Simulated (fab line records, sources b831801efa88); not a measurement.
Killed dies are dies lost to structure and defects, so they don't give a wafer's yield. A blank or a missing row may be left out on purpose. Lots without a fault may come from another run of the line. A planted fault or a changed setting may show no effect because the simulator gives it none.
Chamber matching | flow gf180mcu | GF_STI_CMP_25 on cmp-01: 4 sister chambers
The step polishes, stops on Si3N4, t overpolish 33 s, target thk 524.6 nm. 4 wafers are shown with their chamber, then 8 later ones without.

WAFERS WITH THEIR CHAMBER
wafer  | chamber | motor_current_A (A)
L600.6 | 0       | 13.6
L601.3 | 3       | 11.0
L601.5 | 2       | 12.7
L603.1 | 1       | 12.2

WAFERS WITHOUT THEIR CHAMBER
wafer  | motor_current_A (A)
L603.2 | 11.1
L603.5 | 13.1
L604.3 | 12.7
L604.4 | 14.4
L604.5 | 14.5
L606.1 | 12.2
L606.2 | 11.0
L606.4 | 13.6

WHICH CHAMBER EACH WENT THROUGH
wafer  | from the rows above          | in truth
L603.2 | 3                            | 3
L603.5 | can't be placed: 2 or 0 or 1 | 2
L604.3 | can't be placed: 2 or 1 or 0 | 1
L604.4 | can't be placed: 0 or 2      | 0
L604.5 | can't be placed: 0 or 2      | 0
L606.1 | can't be placed: 1 or 2      | 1
L606.2 | 3                            | 3
L606.4 | can't be placed: 0 or 2      | 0
Placed correctly: 2 of 8. Can't be placed from these rows: 6 (the true chamber is among the candidates in 6). Placed wrongly: 0.
How it was worked out, from the rows above alone: a wafer's distance from a chamber is the root of the sum, over the readings, of the square of ((its reading less the chamber's mean) divided by the reading's scatter). The wafer belongs to the nearest chamber; if the next one is less than 2 further off, it can't be placed. A chamber's mean is the mean of its shown wafers. The scatter: with one shown wafer a chamber, the root of the mean of the squares of how far each hidden wafer lies from its nearest shown one.
